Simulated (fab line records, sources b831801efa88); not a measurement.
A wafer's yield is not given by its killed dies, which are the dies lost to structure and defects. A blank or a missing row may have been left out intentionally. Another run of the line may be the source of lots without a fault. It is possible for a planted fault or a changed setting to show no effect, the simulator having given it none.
What tool caused it? ; flow sky130 ; 10 lots with 30 wafers sampled at 7 steps, on a route of 708 steps

WHAT EACH GAUGE READ, for each wafer
SKY_VIA1_THK_MEAS_01. Usual: VIA1_HDPCVD_THK 1028 nm, standard deviation 12.
lot;measured;on;VIA1_HDPCVD_THK (nm);flag
L876;day 32 21:10;filmMetro-03;1016 1026 1021;
L880;day 34 08:51;filmMetro-04;1024 1041 1029;
L881;day 34 12:15;filmMetro-03;1014 1035 1029;
L891;day 37 17:28;filmMetro-03;1019 1040 1032;
L892;day 38 01:13;filmMetro-04;1022 1031 1013;
L893;day 38 15:26;filmMetro-03;1022 1033 1037;
L895;day 40 07:54;filmMetro-02;1028 1047 1039;
L896;day 40 09:11;filmMetro-04;1041 1031 1027;
L894;day 40 11:31;filmMetro-04;1026 1029 1026;
L897;day 40 14:38;filmMetro-02;1032 1027 1023;

SKY_VIA1_BOW_MEAS_03. Usual: VIA1_BOW 80 um, standard deviation 6.7.
lot;measured;on;VIA1_BOW (um);flag
L876;day 32 21:33;filmMetro-03;79 85 74;
L880;day 34 09:13;filmMetro-02;82 84 82;
L881;day 34 12:37;filmMetro-02;76 95 72;
L891;day 37 18:16;filmMetro-02;84 82 84;
L892;day 38 01:35;filmMetro-04;90 79 67;
L893;day 38 15:50;filmMetro-04;74 90 69;
L895;day 40 08:17;filmMetro-04;80 86 88;
L896;day 40 09:32;filmMetro-04;89 91 69;
L894;day 40 11:53;filmMetro-03;70 78 70;
L897;day 40 15:01;filmMetro-03;63 73 75;

SKY_VIA1_RS_MEAS_22: the measuring method here is four-point-probe. Usual: VIA1_W_RS 0.426 ohm/sq, standard deviation 0.007.
lot;measured;on;VIA1_W_RS (ohm/sq);flag
L876;day 34 00:58;filmMetro-04;0.429 0.432 0.419;
L880;day 35 12:44;filmMetro-02;0.427 0.439 0.634;OFF
L881;day 35 16:10;filmMetro-02;0.622 0.633 0.425;OFF
L891;day 38 20:14;filmMetro-02;0.428 0.425 0.421;
L892;day 39 03:50;filmMetro-04;0.420 0.427 0.430;
L893;day 39 17:02;filmMetro-04;0.433 0.435 0.418;
L895;day 41 09:56;filmMetro-02;0.418 0.435 0.419;
L896;day 41 11:45;filmMetro-02;0.413 0.412 0.410;
L894;day 41 13:12;filmMetro-02;0.418 0.429 0.417;
L897;day 41 16:32;filmMetro-03;0.430 0.414 0.428;

SKY_VIA1_THK_MEAS_23: measures by xrf. Usual: VIA1_W_THK 268 nm, standard deviation 4.7.
lot;measured;on;VIA1_W_THK (nm);flag
L876;day 34 01:04;filmMetro-04;265 266 270;
L880;day 35 12:51;filmMetro-02;271 263 183;OFF
L881;day 35 16:17;filmMetro-02;187 183 271;OFF
L891;day 38 20:21;filmMetro-02;269 272 275;
L892;day 39 03:57;filmMetro-04;269 266 264;
L893;day 39 17:08;filmMetro-04;262 262 272;
L895;day 41 10:02;filmMetro-02;274 264 274;
L896;day 41 11:52;filmMetro-02;277 279 279;
L894;day 41 13:19;filmMetro-02;274 267 275;
L897;day 41 16:39;filmMetro-03;263 273 265;

SKY_METAL2_RS_MEAS_05: the measuring method here is four-point-probe. Usual: METAL2_ALCU_RS 0.1269 ohm/sq, standard deviation 0.0017.
lot;measured;on;METAL2_ALCU_RS (ohm/sq);flag
L876;day 34 01:35;filmMetro-01;0.1285 0.1254 0.1280;
L880;day 35 13:22;filmMetro-02;0.1275 0.1242 0.1260;
L881;day 35 16:47;filmMetro-01;0.1272 0.1237 0.1266;
L891;day 38 20:51;filmMetro-02;0.1263 0.1266 0.1265;
L892;day 39 05:13;filmMetro-02;0.1267 0.1259 0.1262;
L893;day 39 17:40;filmMetro-02;0.1290 0.1266 0.1296;
L895;day 41 10:33;filmMetro-01;0.1293 0.1293 0.1291;
L896;day 41 12:22;filmMetro-04;0.1255 0.1254 0.1256;
L894;day 41 13:49;filmMetro-01;0.1247 0.1280 0.1261;
L897;day 41 17:10;filmMetro-04;0.1265 0.1265 0.1263;

TOOL THAT RAN EACH LOT (tool first, then ch and the chambers of the sampled wafers, then the start)
lot;SKY_VIA1_CVD_21;SKY_VIA1_CMP_24
L876;cvdW-02 ch 0,1, day 34 00:52;cmp-02 ch 0,1,3, day 34 01:12
L880;cvdW-02 ch 0,1, day 35 12:38;cmp-01 ch 2,3, day 35 12:57
L881;cvdW-02 ch 0,1, day 35 16:05;cmp-01 ch 1,2,3, day 35 16:21
L891;cvdW-02 ch 0,1, day 38 20:08;cmp-01 ch 0,3, day 38 20:28
L892;cvdW-02 ch 0,1, day 39 03:44;cmp-01 ch 1,2,3, day 39 04:49
L893;cvdW-01 ch 0,1, day 39 16:55;cmp-02 ch 0,3, day 39 17:10
L895;cvdW-02 ch 0,1, day 41 09:50;cmp-02 ch 0,2, day 41 10:04
L896;cvdW-01 ch 0, day 41 11:40;cmp-01 ch 0,1, day 41 11:59
L894;cvdW-02 ch 0,1, day 41 13:05;cmp-02 ch 0,2,3, day 41 13:31
L897;cvdW-02 ch 0,1, day 41 16:26;cmp-02 ch 1,2,3, day 41 16:43
- SKY_VIA1_CVD_21: deposits W, target thk 270 nm, time 80.902 s.
- SKY_VIA1_CMP_24: polishes, stops on SiO2, t overpolish 15 s, target thk 0 nm.

WHAT THE TOOLS THEMSELVES READ (means of the sampled wafers that have a number; where no wafer has one, the mark that the record gives instead)
SKY_VIA1_CVD_21. Usual: chamberPressureTorr 39.99 Torr, standard deviation 0.089; heaterPowerW 889 W, standard deviation 93; susceptorTempC 400.03 C, standard deviation 0.26.
lot;tool;chamberPressureTorr (Torr);heaterPowerW (W);susceptorTempC (C);flag
L876;cvdW-02;40.01;888;400.25;
L880;cvdW-02;40.00;943;399.91;
L881;cvdW-02;39.99;931;400.03;
L891;cvdW-02;39.98;934;399.93;
L892;cvdW-02;40.01;945;399.93;
L893;cvdW-01;40.07;801;400.01;
L895;cvdW-02;40.04;952;400.01;
L896;cvdW-01;39.90;719;400.04;
L894;cvdW-02;40.08;957;400.07;
L897;cvdW-02;39.96;878;399.99;

SKY_VIA1_CMP_24. Usual: motorCurrentA 11.2 A, standard deviation 0.79; timeToEndpointS 64 s, standard deviation 3.8.
lot;tool;motorCurrentA (A);timeToEndpointS (s);flag
L876;cmp-02;11.4;63;
L880;cmp-01;11.0;57;
L881;cmp-01;11.4;50;OFF
L891;cmp-01;11.1;68;
L892;cmp-01;11.3;71;
L893;cmp-02;10.4;61;
L895;cmp-02;10.7;65;
L896;cmp-01;11.5;71;
L894;cmp-02;10.6;65;
L897;cmp-02;11.1;64;

THE ANSWER, worked out from the rows above alone
Rule: a lot counts as off when the mean over its wafers that have a number is more than 3 standard deviations away from the usual mean. Also off: a lot with no number at a reading for which 4 or more lots have one. All remaining lots with rows at the step are treated as sound. Order of review: gauges by route order, followed by the tools' own readings, for which a lot's mean as printed above is used. At the first step where some lot is off, the reading lying furthest off is the one used; lots without a number count as furthest.
Off: L880, L881, seen at SKY_VIA1_RS_MEAS_22 (VIA1_W_RS).
If a tool, at a process step before that reading, ran all the lots that are off and no sound lot after the first of them, it fits. Gauges at SKY_VIA1_RS_MEAS_22: tried the same way as those tools. None of those tried fits.

WHAT HAD BEEN PUT IN BY THE SIMULATOR
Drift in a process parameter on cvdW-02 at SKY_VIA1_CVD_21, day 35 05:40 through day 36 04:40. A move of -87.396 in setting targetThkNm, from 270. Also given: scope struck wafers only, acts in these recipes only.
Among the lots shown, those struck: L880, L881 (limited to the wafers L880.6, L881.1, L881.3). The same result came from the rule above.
